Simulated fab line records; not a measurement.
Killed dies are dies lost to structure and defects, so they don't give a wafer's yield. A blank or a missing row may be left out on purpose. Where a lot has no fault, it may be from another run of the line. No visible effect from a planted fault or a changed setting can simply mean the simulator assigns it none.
Code-filled problem report in 8D (eight disciplines) form | flow gf180mcu | the parts of the form that need people (team, actions taken, sign-off) are left out

## 1. THE ISSUE
V3_CVD_02_THK at GF_V3_THK_MEAS_03 reads a mean of 654 nm on 1 wafer of 1 lot; wafers without a fault read 846 nm with a standard deviation of 12. Relative to the usual mean, that is a shift of -16 standard deviations.
The first sign was on wafer L103.3 at day 25 22:03, on film_metro-04. The record has a number at this step for 36 wafers belonging to 12 lots. The rule behind "out" and "out of limits": a value lying over 4 standard deviations away from the usual mean. Any other wafer with a number is counted as sound.

## 2. WHAT IT IS; WHAT IT IS NOT
question                    | is                | is not
which readings at this step | V3_CVD_02_THK     | -
which lots                  | L103              | L107, L108, L111, L112, L114, L991, L992, L993, L995, L996, L999
which wafers of those lots  | L103.3            | L103.4, L103.5
read on which gauges        | film_metro-04     | film_metro-02, film_metro-03
when                        | from day 25 22:03 | up to then (20 sound wafers); but 15 sound wafers of L107, L108, L111, L112, L114 came after

## 3. SUSPECTS, AND WHAT RULES EACH OUT
Counting: if a tool at a process step up to the reading ran every lot that is out, it stays a suspect. Sound lots after the first of them don't rule it out here, since some wafers of a struck lot are sound.
- the gauge at GF_V3_THK_MEAS_03 is ruled out. All the wafers that are out were read on film_metro-04, but those of them that GF_V3_CMP_04 has rows for are out there too, on other tools.
- pvd_sputter-02 at GF_M3_SPUTTER_00 (material Ti, target thk 37.5 nm, time 150 s): kept. It ran the lot that is out, L103 (day 24 23:18).
- pecvd-03 at GF_V3_CVD_02 (deposits SiO2 from TEOS, target thk 850 nm, time 94.851 s): kept. L103, the lot that is out, went through it at day 25 21:58; up to then, the latest sound lot through it was L999 at day 24 16:55.
Left after counting: pvd_sputter-02 at GF_M3_SPUTTER_00, pecvd-03 at GF_V3_CVD_02.

## 4. THE CAUSE (what the simulator had put in)
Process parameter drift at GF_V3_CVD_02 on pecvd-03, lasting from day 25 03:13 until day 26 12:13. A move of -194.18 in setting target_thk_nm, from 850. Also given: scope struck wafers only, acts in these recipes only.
Counting leaves 2 suspects; this tool is one of them.

## 5. THE EFFECT CHAIN, in route order
Each row: a reading where the mean over the struck wafers with a number is more than 3 standard deviations away from the usual. Only readings whose record carries a usual standard deviation are examined. hours: median over the lots of the time between each lot's start at the first step of this table that gives one and its start at this step. sigmas: the change, counted in usual standard deviations.
hours | step              | reading            | usual  | on struck wafers | change | sigmas
0     | GF_V3_THK_MEAS_03 | V3_CVD_02_THK      | 846 nm | 654              | -192   | -16
0     | GF_V3_CMP_04      | time_to_endpoint_s | 78 s   | 9                | -69    | -13
Process steps it contains:
- GF_V3_CMP_04: polishes SiO2.
Later measuring or inspecting steps at which every struck wafer that the step has a row for has a number for every such reading, and none has moved that far: GF_V3_CD_MEAS_14.

## 6. WHAT WOULD HAVE CAUGHT IT SOONER
Counted from the fault's start at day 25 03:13, it took 19 hours until the first out-of-limits reading at a measuring or inspecting step in this record, taken at day 25 22:03.
Of the tool readings at GF_V3_CVD_02 for which the record gives a usual standard deviation, none was out on any struck wafer, so an alarm limit of 4 standard deviations on them would not have fired.
Each of the lots that are out, 1 in all, had begun GF_V3_CVD_02 on pecvd-03 no later than day 25 22:03. Tool hold at that time: it would have spared none of them.
